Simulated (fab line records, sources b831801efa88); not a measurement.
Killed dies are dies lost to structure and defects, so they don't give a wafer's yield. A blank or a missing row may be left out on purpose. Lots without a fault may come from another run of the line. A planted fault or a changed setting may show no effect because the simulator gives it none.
Which tool did it? | flow sky130 | 12 lots, 36 wafers sampled, at 1 step of a route of 708

WHAT THE GAUGES READ, wafer by wafer
SKY_GATE_OXIDE_OVL_MEAS_10.
lot  | measured     | on         | GATE_OXIDE_OVL (nm)
L074 | day 14 18:57 | overlay-02 | -1.5 -2.0 0.9
L076 | day 15 13:47 | overlay-02 | -1.0 0.7 -0.8
L078 | day 15 23:41 | overlay-01 | 0.6 0.1 -0.2
L081 | day 18 13:59 | overlay-02 | 0.7 1.9 0.8
L087 | day 18 14:08 | overlay-01 | -1.4 -2.1 -0.2
L080 | day 18 14:39 | overlay-01 | 0.0 -2.3 -1.0
L083 | day 18 15:53 | overlay-01 | 3.4 2.9 2.9
L089 | day 19 01:16 | overlay-02 | 1.0 1.7 -0.3
L091 | day 20 07:57 | overlay-02 | 0.2 0.4 1.6
L093 | day 20 13:20 | overlay-02 | 0.0 0.2 1.2
L095 | day 21 05:16 | overlay-02 | -2.3 -0.6 2.0
L097 | day 21 21:17 | overlay-01 | 1.5 1.0 1.4

WHICH TOOL RAN EACH LOT (tool, then ch and the chambers of the sampled wafers, then the start)
The record holds no process step before these readings.

THE ANSWER, worked out from the rows above alone
Rule: what is usual is taken from the lots themselves. Put in order of their means at a reading, lots are off if they are a third of the lots or fewer, leave a main group of 4 or more, and stand apart from it by a gap of 3 or more times the standard deviation of the main group's means; of several such gaps the widest counts. A main group whose means are all the same, to the digits that the tables above print for the reading, isn't used. A lot without any number at a reading at which 4 lots or more have one is off too. The other lots that the step has rows for count as sound.
No lot is off at any reading shown: from this, nothing can be told.

WHAT THE SIMULATOR HAD PUT IN
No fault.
